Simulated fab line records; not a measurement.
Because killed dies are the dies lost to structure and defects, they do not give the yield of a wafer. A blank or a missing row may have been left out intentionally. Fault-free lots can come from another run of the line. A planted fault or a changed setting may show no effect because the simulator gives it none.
Which tool did it?	flow sky130	33 wafers sampled from 11 lots at 1 step of a route of 708

== WHAT EACH GAUGE READ, for each wafer ==
SKY_VIA2_THK_MEAS_23: measures by xrf.
lot	measured	on	VIA2_W_THK (nm)
L137	day 35 23:57	film_metro-02	423 421 427
L138	day 36 17:07	film_metro-04	415 416 418
L141	day 37 18:55	film_metro-04	416 416 411
L144	day 38 13:19	film_metro-04	412 417 411
L145	day 38 19:47	film_metro-04	415 419 418
L146	day 39 03:17	film_metro-02	427 427 424
L151	day 40 17:39	film_metro-03	412 414 420
L154	day 41 18:01	film_metro-04	409 415 412
L155	day 42 00:00	film_metro-02	424 424 420
L158	day 42 16:01	film_metro-03	428 419 427
L160	day 43 16:37	film_metro-03	425 422 420

== TOOL THAT RAN EACH LOT (tool first, then ch and the chambers of the sampled wafers, then the start) ==
No process step before these readings appears in the record.

== THE ANSWER, worked out from the rows above alone ==
Rule: the usual values come from the lots themselves. Put in order of their means at a reading, lots are off if they are a third of the lots or fewer, leave a main group of 4 or more, and stand apart from it by a gap of 3 or more times the standard deviation of the main group's means; of several such gaps the widest counts. A main group whose means are all the same, to the digits that the tables above print for the reading, isn't used. Also off: a lot with no number at a reading for which 4 or more lots have one. Any other lot the step has rows for is counted as sound.
Across all readings shown, no lot is off: no conclusion can be drawn from this.

== WHAT THE SIMULATOR HAD INSERTED ==
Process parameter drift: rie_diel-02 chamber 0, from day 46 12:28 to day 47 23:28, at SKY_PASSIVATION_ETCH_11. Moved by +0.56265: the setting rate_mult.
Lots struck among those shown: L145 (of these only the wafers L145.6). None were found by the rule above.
